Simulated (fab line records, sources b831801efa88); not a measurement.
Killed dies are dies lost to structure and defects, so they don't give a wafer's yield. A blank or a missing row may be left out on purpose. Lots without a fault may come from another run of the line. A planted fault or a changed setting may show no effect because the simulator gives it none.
One fault seen from 2 desks | flow sky130 | each desk has only its own numbers; what lay behind them comes last

THE TOOL OWNER'S DESK: cvd_w-01
The tool's own readings at SKY_CONTACT_CVD_24 (deposits W, target thk 340 nm, time 102.12 s): means of the sampled wafers that have a number, for each lot that ran on this tool. A lot is out of limits, marked OUT, if its mean lies more than 4 standard deviations from the usual mean; the brackets give that distance.
Columns: A = heater_power_w at SKY_CONTACT_CVD_24, usual 967 W
lot  | first seen here | A
L332 | day 31 13:58    | 1003
L337 | day 33 18:20    | 945
L338 | day 34 06:38    | 989
L340 | day 34 14:03    | 1030
L343 | day 35 14:31    | 1022
L345 | day 36 05:34    | 1000
This desk's finding: nothing out of limits on any of the 6 lots.

THE METROLOGY DESK
What the gauges read, lot by lot, whatever tool the lot ran on: means of the sampled wafers that have a number. A lot is out of limits, marked OUT, if its mean lies more than 4 standard deviations from the usual mean; the brackets give that distance.
Columns: A = CONTACT_W_RS at SKY_CONTACT_RS_MEAS_25, usual 0.337 ohm/sq; B = CONTACT_W_THK at SKY_CONTACT_THK_MEAS_26, usual 343 nm; C = VIA1_BOW at SKY_VIA1_BOW_MEAS_03, usual 80 um
lot  | first seen here | A               | B              | C
L332 | day 31 14:06    | 0.336           | 346            | 81
L333 | day 32 01:40    | 0.339           | 345            | 83
L334 | day 32 07:24    | 0.339           | 342            | 77
L336 | day 33 14:20    | 0.338           | 340            | 82
L337 | day 33 18:27    | 0.335           | 349            | 78
L338 | day 34 06:46    | 0.337           | 343            | 73
L340 | day 34 14:10    | 0.337           | 341            | 78
L343 | day 35 14:38    | 0.373 (+11) OUT | 308 (-9.5) OUT | 84
L345 | day 36 05:40    | 0.349           | 329            | 84
L347 | day 37 05:04    | 0.336           | 342            | 90
L354 | day 38 19:12    | 0.332           | 347            | 92
L355 | day 38 21:18    | 0.335           | 349            | 78
This desk's finding: out of limits on L343; first on L343, day 35 14:38 (CONTACT_W_RS at SKY_CONTACT_RS_MEAS_25). In limits: L332, L333, L334, L336, L337, L338, L340, L345, L347, L354, L355.

PUT TOGETHER
The metrology desk could have raised an alarm at day 35 14:38, on L343.
The tool owner's desk saw nothing out of limits.
The tool owner's desk has L343 on record, within its limits.
Of the lots named, all ran SKY_CONTACT_CVD_24 on cvd_w-01.

WHAT THE SIMULATOR HAD PUT IN
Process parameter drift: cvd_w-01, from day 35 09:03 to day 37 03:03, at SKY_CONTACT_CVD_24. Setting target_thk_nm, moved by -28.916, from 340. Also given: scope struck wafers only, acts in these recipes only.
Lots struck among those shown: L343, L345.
Hours from the fault's start to each desk's first reading out of limits: the metrology desk, 6.
